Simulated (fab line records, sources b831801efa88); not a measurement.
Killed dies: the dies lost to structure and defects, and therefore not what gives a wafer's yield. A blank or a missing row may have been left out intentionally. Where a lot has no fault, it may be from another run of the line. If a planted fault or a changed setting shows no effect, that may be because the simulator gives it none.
A single fault, viewed from 2 desks ; flow gf180mcu ; numbers are kept per desk, each desk with only its own; the story behind them comes last

== FROM THE METROLOGY DESK ==
What the gauges read, lot by lot, whatever tool the lot ran on: means of the sampled wafers that have a number. Any lot whose mean is over 4 standard deviations away from the usual mean is out of limits and marked OUT; that distance is given in the brackets.
Columns: A = cd nm at GF_V3_CD_MEAS_14, usual 259.7 nm; B = MIM_ALCU_RS at GF_MIM_RS_MEAS_10, usual 0.1605 ohm/sq; C = MIM_ALCU_THK at GF_MIM_THK_MEAS_11, usual 198.3 nm
lot;first seen here;A;B;C
L981;day 22 08:21;257.9;0.1598;199.2
L982;day 22 17:05;259.4;0.1589;199.0
L983;day 23 13:32;258.8;0.1585;200.4
L984;day 23 23:54;259.5;0.1605;197.7
L987;day 24 14:46;260.4;0.1608;197.1
L988;day 25 00:47;258.5;0.1614;198.9
L992;day 26 03:01;259.4;0.1596;196.3
L996;day 27 13:11;257.6;0.1472 (-8.9) OUT;213.7 (+7.0) OUT
L998;day 27 23:46;259.8;0.1565;205.0
L104;day 29 12:13;261.5;0.1617;195.9
This desk finds L996 out of limits, with the earliest case on L996 at day 29 09:15 (MIM_ALCU_RS at GF_MIM_RS_MEAS_10). L981, L982, L983, L984, L987, L988, L992, L998, L104: within limits.

== DESK OF THE TOOL OWNER: pvd sputter-01 ==
The tool's own readings at GF_MIM_SPUTTER_08 (material AlCu, target thk 200 nm, time 10.6 s): means of the sampled wafers that have a number, for each lot that ran on this tool. Any lot whose mean is over 4 standard deviations away from the usual mean is out of limits and marked OUT; that distance is given in the brackets.
Columns: A = throttle valve pct at GF_MIM_SPUTTER_08, usual 30.0 %
lot;first seen here;A
L982;day 24 18:42;30.4
L983;day 25 14:34;30.2
L988;day 27 00:04;30.6
L992;day 27 23:35;30.1
L996;day 29 09:10;29.8
L998;day 29 19:46;30.6
This desk found nothing out of limits on any of the 6 lots.

== PUT TOGETHER ==
At day 29 09:15 the metrology desk could have sounded an alarm, on L996.
The tool owner's desk saw nothing out of limits.
Tool owner's desk: L996 on record, inside its limits.
Every lot named ran GF_MIM_SPUTTER_08 on pvd sputter-01.

== WHAT WAS PUT IN BY THE SIMULATOR ==
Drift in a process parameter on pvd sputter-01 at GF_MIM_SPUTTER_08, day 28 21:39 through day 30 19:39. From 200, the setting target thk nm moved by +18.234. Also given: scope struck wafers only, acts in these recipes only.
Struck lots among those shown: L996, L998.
Hours from the fault's start to each desk's first reading out of limits: the metrology desk, 12.
